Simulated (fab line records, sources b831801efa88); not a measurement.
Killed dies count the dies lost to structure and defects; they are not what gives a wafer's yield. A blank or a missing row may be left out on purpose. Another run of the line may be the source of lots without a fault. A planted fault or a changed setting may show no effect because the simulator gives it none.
Which of the tools did it? ; flow gf180mcu ; 11 lots with 33 wafers sampled at 6 steps, on a route of 602 steps

== WHAT THE GAUGES SHOWED, per wafer ==
GF_V4_THK_MEAS_25: measures by xrf.
lot;measured;on;V4_W_THK (nm)
L493;day 24 17:09;film-metro-02;347 356 347
L494;day 25 08:40;film-metro-02;354 352 356
L496;day 26 04:55;film-metro-01;354 356 351
L498;day 26 19:13;film-metro-01;350 355 346
L500;day 27 22:16;film-metro-03;348 345 348
L501;day 28 07:07;film-metro-01;349 352 348
L502;day 28 08:22;film-metro-03;349 348 353
L508;day 29 22:31;film-metro-01;350 347 349
L511;day 30 12:03;film-metro-01;353 347 351
L512;day 30 14:54;film-metro-01;350 349 354
L513;day 30 21:31;film-metro-02;354 354 354

GF_MIM_RS_MEAS_10: measurement is done with a four-point probe.
lot;measured;on;MIM_ALCU_RS (ohm/sq)
L493;day 24 17:57;film-metro-04;0.1645 0.1634 0.1616
L494;day 25 09:27;film-metro-02;0.1630 0.1647 0.1627
L496;day 26 05:41;film-metro-03;0.1620 0.1587 0.1631
L498;day 26 19:59;film-metro-04;0.1616 0.1639 0.1643
L500;day 27 23:02;film-metro-03;0.1622 0.1631 0.1624
L501;day 28 07:54;film-metro-04;0.1631 0.1587 0.1623
L502;day 28 09:08;film-metro-04;0.1591 0.1612 0.1589
L508;day 29 23:17;film-metro-04;0.1641 0.1634 0.1616
L511;day 30 12:49;film-metro-02;0.1635 0.1604 0.1629
L512;day 30 15:40;film-metro-02;0.1621 0.1621 0.1623
L513;day 30 22:17;film-metro-04;0.1614 0.1644 0.1639

GF_TOP_METAL_RS_MEAS_05: measurement is done with a four-point probe.
lot;measured;on;TOP_METAL_ALCU_RS (ohm/sq)
L493;day 27 12:17;film-metro-04;0.0332 0.0329 0.03303
L494;day 28 02:29;film-metro-01;0.03255 0.03286 0.03282
L496;day 28 21:26;film-metro-04;0.03261 0.03297 0.03241
L498;day 29 10:20;film-metro-04;0.03272 0.03317 0.03271
L500;day 30 11:43;film-metro-03;9.7614 9.7518 9.6191
L501;day 30 18:41;film-metro-01;9.7549 9.7523 9.7088
L502;day 30 21:44;film-metro-03;9.7023 9.81 9.7736
L508;day 32 06:58;film-metro-01;0.03243 0.03255 0.03253
L511;day 32 19:37;film-metro-01;0.03316 0.03343 0.03366
L512;day 32 22:10;film-metro-03;0.03272 0.03277 0.03232
L513;day 33 04:28;film-metro-03;0.0324 0.03262 0.03237

GF_TOP_METAL_THK_MEAS_06: measures by xrf.
lot;measured;on;TOP_METAL_ALCU_THK (nm)
L493;day 27 12:23;film-metro-04;899 909 900
L494;day 28 02:35;film-metro-01;912 904 906
L496;day 28 21:33;film-metro-04;906 898 914
L498;day 29 10:28;film-metro-04;904 893 903
L500;day 30 11:50;film-metro-03;<0 <0 <0
L501;day 30 18:47;film-metro-01;<0 <0 <0
L502;day 30 21:52;film-metro-03;<0 <0 <0
L508;day 32 07:05;film-metro-01;910 908 910
L511;day 32 19:44;film-metro-01;890 891 878
L512;day 32 22:17;film-metro-03;907 910 921
L513;day 33 04:35;film-metro-03;916 913 920

== TOOL THAT RAN EACH LOT (tool first, then ch and the chambers of the sampled wafers, then the start) ==
lot;GF_M5_ETCH_09;GF_TOP_METAL_SPUTTER_02
L493;rie-diel-02 ch 0,1,2, day 26 12:57;pvd-sputter-01, day 27 12:09
L494;rie-diel-03 ch 0,3, day 27 03:51;pvd-sputter-03, day 28 02:22
L496;rie-diel-03 ch 0,1,2, day 27 22:20;pvd-sputter-03, day 28 21:20
L498;rie-diel-02 ch 0,1,3, day 28 12:30;pvd-sputter-03, day 29 10:15
L500;rie-diel-02 ch 0,1,3, day 29 14:00;pvd-sputter-02, day 30 11:37
L501;rie-diel-03 ch 1,2,3, day 29 22:02;pvd-sputter-03, day 30 18:34
L502;rie-diel-03 ch 1,2, day 30 00:02;pvd-sputter-01, day 30 21:39
L508;rie-diel-03 ch 0,1, day 31 10:47;pvd-sputter-03, day 32 06:52
L511;rie-diel-02 ch 0,1,2, day 32 00:11;pvd-sputter-03, day 32 19:31
L512;rie-diel-04 ch 0,2,3, day 32 02:45;pvd-sputter-03, day 32 22:04
L513;rie-diel-04 ch 0,1,2, day 32 09:06;pvd-sputter-02, day 33 04:22
- GF_M5_ETCH_09: etches Si3N4 in CF4/O2, target depth 52 nm, time 11.6 s.
- GF_TOP_METAL_SPUTTER_02: material AlCu, target thk 900 nm, time 47.82 s.

== WHAT THE TOOLS THEMSELVES READ (means of the sampled wafers that have a number; where no wafer has one, the mark that the record gives instead) ==
GF_M5_ETCH_09.
lot;tool;drypump-motor-current-A (A);oes-product-au (a.u.);throttle-valve-pct (%)
L493;rie-diel-02;5.6;0.996;5.975
L494;rie-diel-03;5.6;0.999;5.970
L496;rie-diel-03;5.5;1.005;5.974
L498;rie-diel-02;5.5;1.001;5.971
L500;rie-diel-02;5.5;0.997;5.963
L501;rie-diel-03;5.7;0.991;5.953
L502;rie-diel-03;5.4;0.985;5.957
L508;rie-diel-03;5.7;0.986;5.959
L511;rie-diel-02;5.6;1.002;5.972
L512;rie-diel-04;5.9;0.991;5.970
L513;rie-diel-04;5.8;0.996;5.964

GF_TOP_METAL_SPUTTER_02.
lot;tool;cathode-dc-power-W (W);chamber-pressure-pa (Pa);throttle-valve-pct (%)
L493;pvd-sputter-01;10599;0.2995;29.8
L494;pvd-sputter-03;10598;0.3002;29.7
L496;pvd-sputter-03;10601;0.3004;29.7
L498;pvd-sputter-03;10600;0.2996;29.8
L500;pvd-sputter-02;-;-;-
L501;pvd-sputter-03;-;-;-
L502;pvd-sputter-01;-;-;-
L508;pvd-sputter-03;10602;0.2999;30.6
L511;pvd-sputter-03;10600;0.3006;31.0
L512;pvd-sputter-03;10600;0.3000;30.4
L513;pvd-sputter-02;10599;0.3002;31.0

== THE ANSWER, worked out from the rows above alone ==
Rule: what is usual is taken from the lots themselves. Put in order of their means at a reading, lots are off if they are a third of the lots or fewer, leave a main group of 4 or more, and stand apart from it by a gap of 3 or more times the standard deviation of the main group's means; of several such gaps the widest counts. If all means in a main group match to the digits the tables above print for the reading, that group is not used. Also off: a lot with no number at a reading for which 4 or more lots have one. Any other lot the step has rows for is counted as sound. First the gauges in route order, then the tools' own readings, where a lot's mean is used as printed above. At the first step where some lot is off, the reading lying furthest off is the one used; lots without a number count as furthest.
Off: at GF_TOP_METAL_RS_MEAS_05 (TOP_METAL_ALCU_RS), L500, L501, L502. The main group: mean 0.03279 ohm/sq, standard deviation 0.0003.
If a tool, at a process step before that reading, ran all the lots that are off and no sound lot after the first of them, it fits. Not tried: the gauges at GF_TOP_METAL_RS_MEAS_05; whatever is off there is also off at GF_TOP_METAL_SPUTTER_02, on other tools, and gauge error can't account for it. No candidate that was tried fits.

== WHAT HAD BEEN PUT IN BY THE SIMULATOR ==
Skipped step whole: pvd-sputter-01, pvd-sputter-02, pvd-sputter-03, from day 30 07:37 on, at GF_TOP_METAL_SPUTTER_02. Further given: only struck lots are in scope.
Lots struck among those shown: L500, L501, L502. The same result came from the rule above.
